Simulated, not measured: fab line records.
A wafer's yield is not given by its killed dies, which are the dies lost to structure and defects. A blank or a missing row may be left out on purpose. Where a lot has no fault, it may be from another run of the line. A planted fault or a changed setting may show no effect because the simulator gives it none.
fab line records / flow gf180mcu
record lots=6 wafers=18 lastDay=34
route steps=602 shown HV_LDD@208
lots with no fault: from the same line, run without faults
startH: start of the lot's first displayed wafer, in hours after the record's first day / waitH: hours from the lot's prior step to this one / " unchanged from the row above / L1.1+2: a single row standing in for several wafers / - no value present, or no start provided / * or withheld: withheld / < > ~ a bound
route shown NAME@n: names a module that has steps shown in the file, with the first one's number in the route / usual: mean/standard deviation taken from wafers without a fault / same: alike in all rows / chamber/n: place in a boat / sites: readings site by site / _std_site: their standard deviation / _edge_site: outer sites' mean less inner sites' / radiusMm: how far each site lies from the wafer's centre / mask NAME#n: copy n / behind: the tool/chamber that last shaped the wafer / hold: reason for holding the lot/hours on hold/outcome of the hold / device: names the non-switching transistor (n, p or np) / end of line: the same wafers' tests at the end of the route / a step without rows: its recipe alone / killed: the dies lost at the first sort to structure and to defects; this is not the yield of the wafer / map: shows each die of a wafer: x if killed, . if not, _ if none is there
set.NAME: setting as actually run; set.NAME@STEP: the setting as run at that earlier step / model.NAME: the simulator's own value behind a step, which no gauge read
lots at some steps of the route; a table a step, a row a wafer
services: when a tool's chamber went out of use (startH, in hours from the record's first day, below 0 if earlier), for how many hours, and the reason
## steps
# step GF_HV_LDD_OVL_MEAS_32
# usual HV_LDD_02_OVL=-1.1/1.2
lot.wafer=L918.1 tool=overlay-01 chamber=- startH=335.73 waitH=0.1 HV_LDD_02_OVL[nm]=0.7
lot.wafer=L918.4 tool=overlay-01 chamber=- startH=335.73 waitH=0.1 HV_LDD_02_OVL[nm]=1.0
lot.wafer=L918.6 tool=overlay-01 chamber=- startH=335.73 waitH=0.1 HV_LDD_02_OVL[nm]=0.3
lot.wafer=L920.1 tool=overlay-01 chamber=- startH=350.08 waitH=0.1 HV_LDD_02_OVL[nm]=-2.0
lot.wafer=L920.2 tool=overlay-01 chamber=- startH=350.08 waitH=0.1 HV_LDD_02_OVL[nm]=-3.3
lot.wafer=L920.5 tool=overlay-01 chamber=- startH=350.08 waitH=0.1 HV_LDD_02_OVL[nm]=-1.9
lot.wafer=L921.2 tool=overlay-02 chamber=- startH=357.75 waitH=0.1 HV_LDD_02_OVL[nm]=-0.7
lot.wafer=L921.5 tool=overlay-02 chamber=- startH=357.75 waitH=0.1 HV_LDD_02_OVL[nm]=-1.8
lot.wafer=L921.6 tool=overlay-02 chamber=- startH=357.75 waitH=0.1 HV_LDD_02_OVL[nm]=-3.6
lot.wafer=L928.1 tool=overlay-02 chamber=- startH=412.04 waitH=0.1 HV_LDD_02_OVL[nm]=0.5
lot.wafer=L928.5 tool=overlay-02 chamber=- startH=412.04 waitH=0.1 HV_LDD_02_OVL[nm]=0.1
lot.wafer=L928.6 tool=overlay-02 chamber=- startH=412.04 waitH=0.1 HV_LDD_02_OVL[nm]=-0.5
lot.wafer=L930.2 tool=overlay-02 chamber=- startH=422.38 waitH=0.1 HV_LDD_02_OVL[nm]=-0.3
lot.wafer=L930.3 tool=overlay-02 chamber=- startH=422.38 waitH=0.1 HV_LDD_02_OVL[nm]=-3.1
lot.wafer=L930.5 tool=overlay-02 chamber=- startH=422.38 waitH=0.1 HV_LDD_02_OVL[nm]=-1.0
lot.wafer=L931.1 tool=overlay-02 chamber=- startH=433.24 waitH=0.1 HV_LDD_02_OVL[nm]=-0.1
lot.wafer=L931.3 tool=overlay-02 chamber=- startH=433.24 waitH=0.1 HV_LDD_02_OVL[nm]=-1.3
lot.wafer=L931.6 tool=overlay-02 chamber=- startH=433.24 waitH=0.1 HV_LDD_02_OVL[nm]=1.1
# step GF_HV_LDD_IMPLANT_33
# recipe species=P energyKev=60 doseCm2=7.5e+12 tiltDeg=30 rotationDeg=0
# step GF_HV_LDD_IMPLANT_34
# recipe species=P energyKev=60 doseCm2=7.5e+12 tiltDeg=30 rotationDeg=90
# step GF_HV_LDD_IMPLANT_35
# recipe species=P energyKev=60 doseCm2=7.5e+12 tiltDeg=30 rotationDeg=180
# step GF_HV_LDD_IMPLANT_36
# recipe species=P energyKev=60 doseCm2=7.5e+12 tiltDeg=30 rotationDeg=270
# step GF_HV_LDD_STRIP_37
# recipe chemistry=O2/N2 powerW=1400 pressureMtorr=1500 platenTempC=250 o2FlowSccm=3000 n2FlowSccm=300 overashFraction=0.5
# usual chamberPressureMTorr=1499.9/1.4 drypumpMotorCurrentA=5.57/0.3 heaterPowerW=316/14 oesProductAu=0.716/0.0046 stripTimeToEndpointS=12.62/0.036
lot.wafer=L918.1 tool=plasmaAsher-04 chamber=0 startH=336.37 waitH=0.1 chamberPressureMTorr=1499.3 drypumpMotorCurrentA=5.32 heaterPowerW=313 oesProductAu=0.720 rfHoursCounterH=57 stripTimeToEndpointS=12.66
lot.wafer=L918.4 tool=plasmaAsher-04 chamber=0 startH=336.37 waitH=0.1 chamberPressureMTorr=1501.0 drypumpMotorCurrentA=5.33 heaterPowerW=313 oesProductAu=0.716 rfHoursCounterH=- stripTimeToEndpointS=12.60
lot.wafer=L918.6 tool=plasmaAsher-04 chamber=0 startH=336.37 waitH=0.1 chamberPressureMTorr=1498.3 drypumpMotorCurrentA=5.29 heaterPowerW=309 oesProductAu=0.719 rfHoursCounterH=- stripTimeToEndpointS=12.58
lot.wafer=L920.1 tool=plasmaAsher-01 chamber=1 startH=350.71 waitH=0.1 chamberPressureMTorr=1499.3 drypumpMotorCurrentA=5.59 heaterPowerW=308 oesProductAu=0.712 rfHoursCounterH=67 stripTimeToEndpointS=12.61
lot.wafer=L920.2 tool=plasmaAsher-01 chamber=0 startH=350.71 waitH=0.1 chamberPressureMTorr=1501.3 drypumpMotorCurrentA=6.00 heaterPowerW=322 oesProductAu=0.724 rfHoursCounterH=67 stripTimeToEndpointS=12.64
lot.wafer=L920.5 tool=plasmaAsher-01 chamber=0 startH=350.71 waitH=0.1 chamberPressureMTorr=1501.5 drypumpMotorCurrentA=6.02 heaterPowerW=319 oesProductAu=0.716 rfHoursCounterH=- stripTimeToEndpointS=12.63
lot.wafer=L921.2 tool=plasmaAsher-02 chamber=1 startH=358.38 waitH=0.1 chamberPressureMTorr=1497.6 drypumpMotorCurrentA=5.25 heaterPowerW=348 oesProductAu=0.718 rfHoursCounterH=26 stripTimeToEndpointS=12.68
lot.wafer=L921.5 tool=plasmaAsher-02 chamber=1 startH=358.38 waitH=0.1 chamberPressureMTorr=1501.0 drypumpMotorCurrentA=5.24 heaterPowerW=350 oesProductAu=0.723 rfHoursCounterH=- stripTimeToEndpointS=12.67
lot.wafer=L921.6 tool=plasmaAsher-02 chamber=0 startH=358.38 waitH=0.1 chamberPressureMTorr=1502.2 drypumpMotorCurrentA=5.62 heaterPowerW=312 oesProductAu=0.722 rfHoursCounterH=- stripTimeToEndpointS=12.66
lot.wafer=L928.1 tool=plasmaAsher-02 chamber=1 startH=412.68 waitH=0.1 chamberPressureMTorr=1499.9 drypumpMotorCurrentA=5.28 heaterPowerW=354 oesProductAu=0.717 rfHoursCounterH=30 stripTimeToEndpointS=12.68
lot.wafer=L928.5 tool=plasmaAsher-02 chamber=0 startH=412.68 waitH=0.1 chamberPressureMTorr=1498.7 drypumpMotorCurrentA=5.63 heaterPowerW=314 oesProductAu=0.715 rfHoursCounterH=- stripTimeToEndpointS=12.70
lot.wafer=L928.6 tool=plasmaAsher-02 chamber=1 startH=412.68 waitH=0.1 chamberPressureMTorr=1498.7 drypumpMotorCurrentA=5.30 heaterPowerW=357 oesProductAu=0.724 rfHoursCounterH=- stripTimeToEndpointS=12.68
lot.wafer=L930.2 tool=plasmaAsher-01 chamber=0 startH=423.01 waitH=0.1 chamberPressureMTorr=1499.9 drypumpMotorCurrentA=5.96 heaterPowerW=319 oesProductAu=0.713 rfHoursCounterH=76 stripTimeToEndpointS=12.64
lot.wafer=L930.3 tool=plasmaAsher-01 chamber=1 startH=423.01 waitH=0.1 chamberPressureMTorr=1498.2 drypumpMotorCurrentA=5.61 heaterPowerW=306 oesProductAu=0.721 rfHoursCounterH=- stripTimeToEndpointS=12.64
lot.wafer=L930.5 tool=plasmaAsher-01 chamber=1 startH=423.01 waitH=0.1 chamberPressureMTorr=1497.0 drypumpMotorCurrentA=5.62 heaterPowerW=303 oesProductAu=0.710 rfHoursCounterH=- stripTimeToEndpointS=12.66
lot.wafer=L931.1 tool=plasmaAsher-04 chamber=0 startH=433.88 waitH=0.1 chamberPressureMTorr=1497.5 drypumpMotorCurrentA=5.30 heaterPowerW=307 oesProductAu=0.721 rfHoursCounterH=65 stripTimeToEndpointS=12.63
lot.wafer=L931.3 tool=plasmaAsher-04 chamber=1 startH=433.88 waitH=0.1 chamberPressureMTorr=1501.0 drypumpMotorCurrentA=5.23 heaterPowerW=323 oesProductAu=0.709 rfHoursCounterH=- stripTimeToEndpointS=12.63
lot.wafer=L931.6 tool=plasmaAsher-04 chamber=1 startH=433.88 waitH=0.1 chamberPressureMTorr=1504.1 drypumpMotorCurrentA=5.24 heaterPowerW=322 oesProductAu=0.714 rfHoursCounterH=- stripTimeToEndpointS=12.62
# step GF_HV_LDD_TW_MEAS_38
# usual HV_LDD_3_TW=1434/13
lot.wafer=L918.1 tool=filmMetro-04 chamber=- startH=336.47 waitH=0.1 HV_LDD_3_TW=1419
lot.wafer=L918.4 tool=filmMetro-04 chamber=- startH=336.47 waitH=0.1 HV_LDD_3_TW=1419
lot.wafer=L918.6 tool=filmMetro-04 chamber=- startH=336.47 waitH=0.1 HV_LDD_3_TW=1418
lot.wafer=L920.1 tool=filmMetro-01 chamber=- startH=350.81 waitH=0.1 HV_LDD_3_TW=1447
lot.wafer=L920.2 tool=filmMetro-01 chamber=- startH=350.81 waitH=0.1 HV_LDD_3_TW=1444
lot.wafer=L920.5 tool=filmMetro-01 chamber=- startH=350.81 waitH=0.1 HV_LDD_3_TW=1445
lot.wafer=L921.2 tool=filmMetro-03 chamber=- startH=358.49 waitH=0.1 HV_LDD_3_TW=1449
lot.wafer=L921.5 tool=filmMetro-03 chamber=- startH=358.49 waitH=0.1 HV_LDD_3_TW=1447
lot.wafer=L921.6 tool=filmMetro-03 chamber=- startH=358.49 waitH=0.1 HV_LDD_3_TW=1449
lot.wafer=L928.1 tool=filmMetro-01 chamber=- startH=412.78 waitH=0.1 HV_LDD_3_TW=1452
lot.wafer=L928.5 tool=filmMetro-01 chamber=- startH=412.78 waitH=0.1 HV_LDD_3_TW=1448
lot.wafer=L928.6 tool=filmMetro-01 chamber=- startH=412.78 waitH=0.1 HV_LDD_3_TW=1457
lot.wafer=L930.2 tool=filmMetro-03 chamber=- startH=423.12 waitH=0.1 HV_LDD_3_TW=1440
lot.wafer=L930.3 tool=filmMetro-03 chamber=- startH=423.12 waitH=0.1 HV_LDD_3_TW=1442
lot.wafer=L930.5 tool=filmMetro-03 chamber=- startH=423.12 waitH=0.1 HV_LDD_3_TW=1441
lot.wafer=L931.1 tool=filmMetro-04 chamber=- startH=433.98 waitH=0.1 HV_LDD_3_TW=1420
lot.wafer=L931.3 tool=filmMetro-04 chamber=- startH=433.98 waitH=0.1 HV_LDD_3_TW=1426
lot.wafer=L931.6 tool=filmMetro-04 chamber=- startH=433.98 waitH=0.1 HV_LDD_3_TW=1419
# step GF_HV_LDD_DEHYDRATE_39
# recipe tempC=200 timeS=60
# step GF_HV_LDD_HMDS_40
# recipe primeTimeS=60 primeTempC=120
# step GF_HV_LDD_COAT_41
# recipe resist=NOVOLAK spinRpm=3000 resistThkNm=1000
# step GF_HV_LDD_SOFTBAKE_42
# recipe tempC=90 timeS=60 resist=NOVOLAK
# step GF_HV_LDD_EXPOSE_43
# recipe maskId=Pplus_HV_AREA targetCdNm=400 na=0.6 sourceShape=conventional sigmaOuter=0.6 doseMj=140
# step GF_HV_LDD_PEB_44
# recipe tempC=withheld timeS=* resist=NOVOLAK
# usual chillPlateTempC=* exhaustPa=45.2/0.8 timeS=*
lot.wafer=L918.1 tool=lithoTrack-04 chamber=0 startH=357.66 waitH=- chillPlateTempC=* exhaustPa=45.1 timeS=*
lot.wafer=L918.4 tool=lithoTrack-04 chamber=0 startH=357.66 waitH=- chillPlateTempC=* exhaustPa=45.0 timeS=*
lot.wafer=L918.6 tool=lithoTrack-04 chamber=0 startH=357.66 waitH=- chillPlateTempC=* exhaustPa=46.2 timeS=*
lot.wafer=L920.1 tool=lithoTrack-04 chamber=- startH=372.76 waitH=- chillPlateTempC=- exhaustPa=- timeS=-
lot.wafer=L920.2 tool=lithoTrack-04 chamber=- startH=372.76 waitH=- chillPlateTempC=- exhaustPa=- timeS=-
lot.wafer=L920.5 tool=lithoTrack-04 chamber=- startH=372.76 waitH=- chillPlateTempC=- exhaustPa=- timeS=-
lot.wafer=L921.2 tool=lithoTrack-01 chamber=- startH=380.28 waitH=- chillPlateTempC=- exhaustPa=- timeS=-
lot.wafer=L921.5 tool=lithoTrack-01 chamber=- startH=380.28 waitH=- chillPlateTempC=- exhaustPa=- timeS=-
lot.wafer=L921.6 tool=lithoTrack-01 chamber=- startH=380.28 waitH=- chillPlateTempC=- exhaustPa=- timeS=-
lot.wafer=L928.1 tool=lithoTrack-01 chamber=0 startH=436.36 waitH=- chillPlateTempC=* exhaustPa=45.8 timeS=*
lot.wafer=L928.5 tool=lithoTrack-01 chamber=0 startH=436.36 waitH=- chillPlateTempC=* exhaustPa=45.2 timeS=*
lot.wafer=L928.6 tool=lithoTrack-01 chamber=0 startH=436.36 waitH=- chillPlateTempC=* exhaustPa=45.3 timeS=*
lot.wafer=L930.2 tool=lithoTrack-03 chamber=0 startH=446.94 waitH=- chillPlateTempC=* exhaustPa=44.8 timeS=*
lot.wafer=L930.3 tool=lithoTrack-03 chamber=0 startH=446.94 waitH=- chillPlateTempC=* exhaustPa=45.4 timeS=*
lot.wafer=L930.5 tool=lithoTrack-03 chamber=0 startH=446.94 waitH=- chillPlateTempC=* exhaustPa=44.9 timeS=*
lot.wafer=L931.1 tool=lithoTrack-03 chamber=0 startH=458.37 waitH=- chillPlateTempC=* exhaustPa=45.7 timeS=*
lot.wafer=L931.3 tool=lithoTrack-03 chamber=0 startH=458.37 waitH=- chillPlateTempC=* exhaustPa=45.6 timeS=*
lot.wafer=L931.6 tool=lithoTrack-03 chamber=0 startH=458.37 waitH=- chillPlateTempC=* exhaustPa=43.8 timeS=*
# step GF_HV_LDD_DEVELOP_45
# recipe developTimeS=60 devTempC=23
## services
tool=plasmaAsher-02 chamber=- startH=336.08 hours=0.4 kind=repair
tool=plasmaAsher-02 chamber=- startH=359.58 hours=28.1 kind=pm
tool=plasmaAsher-04 chamber=- startH=378.14 hours=34.6 kind=pm
tool=plasmaAsher-02 chamber=- startH=427.25 hours=0.4 kind=repair
tool=plasmaAsher-04 chamber=- startH=437.56 hours=1.2 kind=repair
## key
firstSign step=GF_HV_LDD_PEB_44 reading=toolRecord direction=missing
effect none on later readings
metAt GF_HV_LDD_PEB_44
struckWafers L920.1,L920.2,L920.5,L921.2,L921.5,L921.6
sortLeftOut L920.1,L920.2,L920.5,L921.2,L921.5,L921.6
testerLeftOut L920,L921
onsetBetween 357.66 372.76
fault kind=skippedStepWhole tool=lithoTrack-01,lithoTrack-04 chamber=- onsetH=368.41 steps=GF_HV_LDD_PEB_44 scope=struckLotsOnly
# testerLeftOut: of these lots the tester's yield and bins aren't shown, on N5 and GAA mostly nor the transistor test; their killed dies are dies lost to structure and defects alone, not to doping, threshold or leakage, so they don't give the yield
# sortLeftOut: the simulated sort isn't trusted on such a fault, so these wafers' sort isn't shown, and their yield isn't known
